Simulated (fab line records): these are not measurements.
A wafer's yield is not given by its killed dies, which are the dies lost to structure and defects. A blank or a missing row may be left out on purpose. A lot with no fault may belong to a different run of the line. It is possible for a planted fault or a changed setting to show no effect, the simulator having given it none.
What tool caused it? | flow sky130 | 11 lots, 33 wafers sampled, at 2 steps of a route of 708

## WHAT EACH GAUGE READ, for each wafer
SKY_CONTACT_RS_MEAS_25: the measuring method here is four-point-probe. Usual: CONTACT_W_RS typically reads 0.337 ohm/sq, with standard deviation 0.0047.
lot  | measured     | on            | CONTACT_W_RS (ohm/sq) | flag
L682 | day 31 04:44 | film metro-02 | 0.335 0.335 0.337     |
L683 | day 31 18:31 | film metro-03 | 0.339 0.340 0.340     |
L684 | day 31 22:58 | film metro-02 | 0.327 0.331 0.342     |
L685 | day 32 00:49 | film metro-02 | 0.332 0.336 0.341     |
L686 | day 32 13:17 | film metro-04 | 0.336 0.329 0.340     |
L688 | day 33 23:17 | film metro-03 | 0.328 0.328 0.342     |
L689 | day 34 01:41 | film metro-02 | 0.338 0.331 0.337     |
L697 | day 36 17:01 | film metro-04 | 0.335 0.337 0.325     |
L698 | day 36 22:47 | film metro-03 | 0.345 0.345 0.337     |
L701 | day 37 18:13 | film metro-02 | 0.340 0.340 0.331     |
L703 | day 37 22:03 | film metro-04 | 0.340 0.341 0.340     |

## TOOL THAT RAN EACH LOT (tool first, then ch and the chambers of the sampled wafers, then the start)
lot  | SKY_LOCAL_INTERCONNECT_STRIP_15
L682 | plasma asher-04 ch 1, day 29 22:21
L683 | plasma asher-01 ch 0,1, day 30 12:03
L684 | plasma asher-04 ch 0,1, day 30 16:19
L685 | plasma asher-02 ch 0,1, day 30 18:40
L686 | plasma asher-04 ch 0,1, day 31 08:01
L688 | plasma asher-02 ch 1, day 32 18:28
L689 | plasma asher-04 ch 0,1, day 32 20:47
L697 | plasma asher-01 ch 0,1, day 35 12:20
L698 | plasma asher-02 ch 0,1, day 35 16:43
L701 | plasma asher-02 ch 0,1, day 36 13:41
L703 | plasma asher-01 ch 0,1, day 36 18:13
- SKY_LOCAL_INTERCONNECT_STRIP_15: strips in O2/N2.

## AS READ BY THE TOOLS THEMSELVES (means over the sampled wafers that have a number; for cases with no such wafer, the mark the record gives instead)
SKY_LOCAL_INTERCONNECT_STRIP_15. Usual: drypump motor current A 5.8 A, standard deviation 0.52; oes product au 0.427 a.u., standard deviation 0.0044; strip time to endpoint s 4.731 s, standard deviation 0.019.
lot  | tool            | drypump motor current A (A) | oes product au (a.u.) | strip time to endpoint s (s) | flag
L682 | plasma asher-04 | 5.2                         | 0.429                 | 4.730                        |
L683 | plasma asher-01 | 6.0                         | 0.427                 | 4.729                        |
L684 | plasma asher-04 | 5.9                         | 0.424                 | 4.723                        |
L685 | plasma asher-02 | 5.4                         | 0.428                 | 4.731                        |
L686 | plasma asher-04 | 5.6                         | 0.430                 | 4.767                        |
L688 | plasma asher-02 | 5.5                         | 0.426                 | 4.743                        |
L689 | plasma asher-04 | 5.9                         | 0.427                 | 4.743                        |
L697 | plasma asher-01 | 6.0                         | 0.425                 | 4.746                        |
L698 | plasma asher-02 | 5.4                         | 0.427                 | 4.723                        |
L701 | plasma asher-02 | 5.4                         | 0.429                 | 4.686                        |
L703 | plasma asher-01 | 6.0                         | 0.425                 | 4.705                        |

## THE ANSWER, worked out from the rows above alone
Rule: take the mean of a lot's wafers that have a number; if it is more than 3 standard deviations from the usual mean, the lot is off. Also off: a lot with no number at a reading for which 4 or more lots have one. The other lots that the step has rows for count as sound. The gauges are gone through in route order, then the tools' own readings, and for those a lot's mean is taken as printed above. At the first step where some lot is off, the reading lying furthest off is the one used; lots without a number count as furthest.
No lot is off at any reading shown: from this, nothing can be told.

## WHAT THE SIMULATOR HAD PUT IN
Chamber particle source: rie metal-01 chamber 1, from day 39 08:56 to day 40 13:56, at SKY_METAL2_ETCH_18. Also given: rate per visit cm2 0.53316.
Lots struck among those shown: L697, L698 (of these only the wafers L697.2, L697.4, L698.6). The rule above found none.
